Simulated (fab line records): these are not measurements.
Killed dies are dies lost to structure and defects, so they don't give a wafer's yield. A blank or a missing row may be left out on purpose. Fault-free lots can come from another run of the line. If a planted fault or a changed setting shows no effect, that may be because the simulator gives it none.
Struck lot and sound lot, side by side    flow sky130    30 steps out of a route of 708
Sound: wafers L209.1, L209.2, L209.6. The struck wafers were L215.2, L215.3, L215.6. At the end, the cause is stated.
Each step with rows lists, per side, the tool, then ch with its chambers, then its first start. Under that, the readings that differ: sound wafers    struck wafers    difference of the means    sigmas: that difference in standard deviations of wafers without a fault.
alike: a reading whose means differ by less than 2 such deviations, as well as words and numbers matching on both sides. not compared: withheld readings; readings where some wafer has no value; bounds like >300 that might hide an equal value; numbers whose values overlap and for which the record gives no deviation.
The two part at a step that has a row with sigmas, a row that says differs or no value, or rows on one side only. Non-overlapping numbers with no deviation appear without sigmas and do not part them. A reading missing from all wafers of one side parts the sides only when that side holds two or more wafers.

SKY_METAL4_CD_MEAS_13: the cd target is 300 nm.
  sound: cd sem-02 at day 43 10:38; struck: cd sem-01 at day 45 04:25
  alike: cd nm
SKY_METAL4_OVL_MEAS_14:
  sound: overlay-02 at day 43 10:45; struck: overlay-02 at day 45 04:31
reading          sound   struck   difference  sigmas
METAL4_OVL (nm)  4 -1 0  8 13 14  +11         +2
SKY_METAL4_DESCUM_15: chemistry O2, time 8 s.
  sound on rie metal-04 ch 0,1, day 43 10:47; struck on rie metal-03 ch 0,1, day 45 04:33
  alike: chamber pressure mTorr, drypump motor current A, oes product au
  not compared: rf hours counter h
SKY_METAL4_ETCH_16: etches BARC in N2/H2, stops on SiO2, time 88.2 s, target depth 60 nm.
  sound on rie metal-04 ch 0,1, day 43 10:49; struck on rie metal-03 ch 0,1, day 45 04:35
  alike: chamber pressure mTorr, drypump motor current A, oes product au, throttle valve pct
  not compared: rf hours counter h
SKY_METAL4_ETCH_17: etches SiO2 in C4F8/O2/Ar, stops on TiN, time 3.9 s, target depth 15 nm.
  sound on rie diel-01 ch 1,2,3, day 43 10:55; struck on rie diel-04 ch 0,2, day 45 04:41
  alike: chamber pressure mTorr, oes product au
  not compared: rf hours counter h
SKY_METAL4_METAL_ETCH_18: etches the open film in Cl2/BCl3, stops on SiO2, target depth 845 nm, time 183.1 s.
  sound on rie metal-03 ch 0,1, day 43 10:56; struck on rie metal-01 ch 1, day 45 04:42
reading                sound              struck             difference  sigmas
oes product au (a.u.)  0.867 0.859 0.855  0.871 0.875 0.867  +0.011      +2
  alike: chamber pressure mTorr, drypump motor current A, throttle valve pct
  not compared: rf hours counter h
then, 5 steps without rows for these wafers: SKY_METAL4_STRIP_19 (strips in O2/N2); SKY_METAL4_STRIP_20 (strips in post etch residue remover, time 1200 s); SKY_METAL4_CLEAN_21 (cleans in IPA, time 180 s); SKY_METAL4_CLEAN_22 (cleans in O3/DIW); SKY_VIA4_HDPCVD_00 (deposits SiO2, target thk 1750 nm, time 291.7 s).
SKY_VIA4_THK_MEAS_01:
  sound: film metro-04 at day 43 11:53; struck: film metro-04 at day 45 05:40
  alike: VIA4_HDPCVD_THK
SKY_VIA4_CMP_02: polishes SiO2.
  sound on cmp-01 ch 0,2, day 43 11:57; struck on cmp-01 ch 0,1,2, day 45 05:46
  no value came back on the struck wafers for edge zone pressure frac, head pressure psi (psi), motor current A (A); on the sound wafers edge zone pressure frac reads 1.005 0.995 1.000
reading                                   sound              struck          difference  sigmas
model.SiO2_of_VIA4_HDPCVD_00.thk nm (nm)  580.7 581.3 582.6  1763 1746 1770  +1178       
SKY_VIA4_BOW_MEAS_03:
  sound: film metro-04 at day 43 12:15; struck: film metro-03 at day 45 06:02
reading        sound     struck       difference  sigmas
VIA4_BOW (um)  76 77 83  129 132 145  +57         +9
then, 7 steps without rows for these wafers: SKY_VIA4_DEHYDRATE_04 (time 60 s); SKY_VIA4_HMDS_05 (prime time 60 s); SKY_VIA4_COAT_06 (resist thk 1140 nm); SKY_VIA4_SOFTBAKE_07 (time 60 s); SKY_VIA4_EXPOSE_08 (exposes mask VIM4, target cd 800 nm); SKY_VIA4_PEB_09; SKY_VIA4_DEVELOP_10 (develop time 60 s).
SKY_VIA4_OVL_MEAS_11:
  sound: overlay-01 at day 44 10:56; struck: overlay-02 at day 46 02:20
  alike: VIA4_OVL
SKY_VIA4_ETCH_12: etches SiO2 in C4F8/O2/Ar, stops on TiN, target depth 580 nm.
  sound on rie diel-02 ch 1,2, day 44 10:58; struck on rie diel-02 ch 0,2, day 46 02:22
reading                           sound              struck             difference  sigmas
oes product au (a.u.)             0.922 0.929 0.928  1.612 1.617 1.619  +0.690      +99 or more
model.etch.depth nm (nm)          580.7 581.3 582.6  646.8 655.9 652    +70.0       
model.VIA4.feature depth nm (nm)  580.7 581.3 582.6  646.8 655.9 652    +70.0       
  alike: chamber pressure mTorr
SKY_VIA4_STRIP_13: strips in O2/N2.
  sound on plasma asher-04 ch 0,1, day 44 11:02; struck on plasma asher-02 ch 0,1, day 46 02:26
reading                      sound           struck          difference  sigmas
drypump motor current A (A)  6.25 5.94 6.20  5.71 5.71 5.58  -0.46       -2
  alike: chamber pressure mTorr, oes product au, strip time to endpoint s
  not compared: rf hours counter h
then, 5 steps without rows for these wafers: SKY_VIA4_STRIP_14 (strips in post etch residue remover, time 1200 s); SKY_VIA4_CLEAN_15 (cleans in IPA, time 180 s); SKY_VIA4_CLEAN_16 (cleans in O3/DIW); SKY_VIA4_SPUTTER_17 (material TiN, target thk 20 nm, time 80 s); SKY_VIA4_CVD_18 (deposits W, target thk 505 nm, time 152.14 s).
SKY_VIA4_CMP_21: polishes, stops on SiO2, t overpolish 25 s, target thk 0 nm.
  sound on cmp-02 ch 1,2,3, day 44 12:02; struck on cmp-02 ch 1,2,3, day 46 03:34
reading                                   sound              struck          difference  sigmas
model.SiO2_of_VIA4_HDPCVD_00.thk nm (nm)  575.2 575.8 577.1  1757 1741 1764  +1178       
  alike: edge zone pressure frac, head pressure psi, motor current A

WHERE THEY PART
Earliest at SKY_METAL4_OVL_MEAS_14; latest, in this record, at SKY_VIA4_STRIP_13. Later steps at which nothing parts them and some readings are alike: SKY_VIA4_CMP_21.

WHY: the cause the simulator had injected
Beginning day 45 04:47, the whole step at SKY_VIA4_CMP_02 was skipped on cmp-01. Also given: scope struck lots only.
